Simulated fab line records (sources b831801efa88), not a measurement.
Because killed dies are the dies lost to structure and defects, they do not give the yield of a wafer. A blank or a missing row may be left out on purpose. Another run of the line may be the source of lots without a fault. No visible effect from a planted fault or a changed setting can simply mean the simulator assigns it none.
Comparing a struck lot with a sound one    flow gf180mcu    14 out of 602 route steps
Sound: wafers L617.3, L617.5, L617.6. Wafers struck: L621.2, L621.3, L621.5. At the end, the cause is stated.
At each step with rows: each side's tool, then ch and its chambers, then its first start. Under that, the readings that differ: sound wafers    struck wafers    difference of the means    sigmas: that difference in standard deviations of wafers without a fault.
alike: readings whose means differ by less than 2 such deviations, and words and numbers that are the same on both sides. not compared: withheld readings, readings that some wafer has no value for, bounds like >300 that may hide the same value, and numbers for which the record gives no deviation and whose values overlap.
The two part at a step that has a row with sigmas, a row that says differs or no value, or rows on one side only. When numbers do not overlap yet have no deviation, they are printed without sigmas and do not part them. Lack of a reading on every wafer of one side parts them only where that side has two or more wafers.

first, 2 steps without rows for these wafers: GF_M5_CLEAN_13 (cleans in DIW); GF_V5_CVD_00 (deposits SiO2, target thk 300 nm, time 50 s).
GF_V5_THK_MEAS_01:
  sound on filmMetro-04 at day 28 23:28; struck on filmMetro-03 at day 29 21:28
  alike: V5_CVD_00_THK
GF_V5_CVD_02: deposits SiO2 from TEOS, target thk 1450 nm, time 163.28 s.
  sound on pecvd-04 ch 0,1,2, day 28 23:30; struck on pecvd-02 ch 1,2, day 29 21:31
  alike: heaterPowerW, susceptorTempC
GF_V5_THK_MEAS_03:
  sound on filmMetro-03 at day 28 23:37; struck on filmMetro-04 at day 29 21:38
  alike: V5_CVD_02_THK
GF_V5_CMP_04: polishes SiO2.
  sound on cmp-01 ch 0,1, day 28 23:43; struck on cmp-01 ch 0,1,3, day 29 21:41
  alike: motorCurrentA, platenRpm
GF_V5_BOW_MEAS_05:
  sound on filmMetro-04 at day 29 00:00; struck on filmMetro-04 at day 29 22:00
  alike: V5_BOW
then, 5 steps without rows for these wafers: GF_V5_DEHYDRATE_06 (time 60 s); GF_V5_HMDS_07 (prime time 60 s); GF_V5_COAT_08; GF_V5_COAT_09 (resist thk 1000 nm); GF_V5_SOFTBAKE_10 (time 60 s).
GF_V5_EXPOSE_11: exposes mask Via5, target cd 260 nm.
  sound on krfScanner-01 ch 0, day 29 10:07; struck on krfScanner-02, day 30 08:29
  no value came back on the struck wafers for any of 5 readings (exposureDoseMJCm2, focusOffsetNm (nm) and others); on the sound wafers exposureDoseMJCm2 reads 37.94 37.94 37.97
  alike: mask
then, 1 step without rows for these wafers: GF_V5_PEB_12 (peb time 90 s).

== WHERE THEY PART ==
At GF_V5_EXPOSE_11 and nowhere else, as far as this record goes.

WHY: the cause the simulator had injected
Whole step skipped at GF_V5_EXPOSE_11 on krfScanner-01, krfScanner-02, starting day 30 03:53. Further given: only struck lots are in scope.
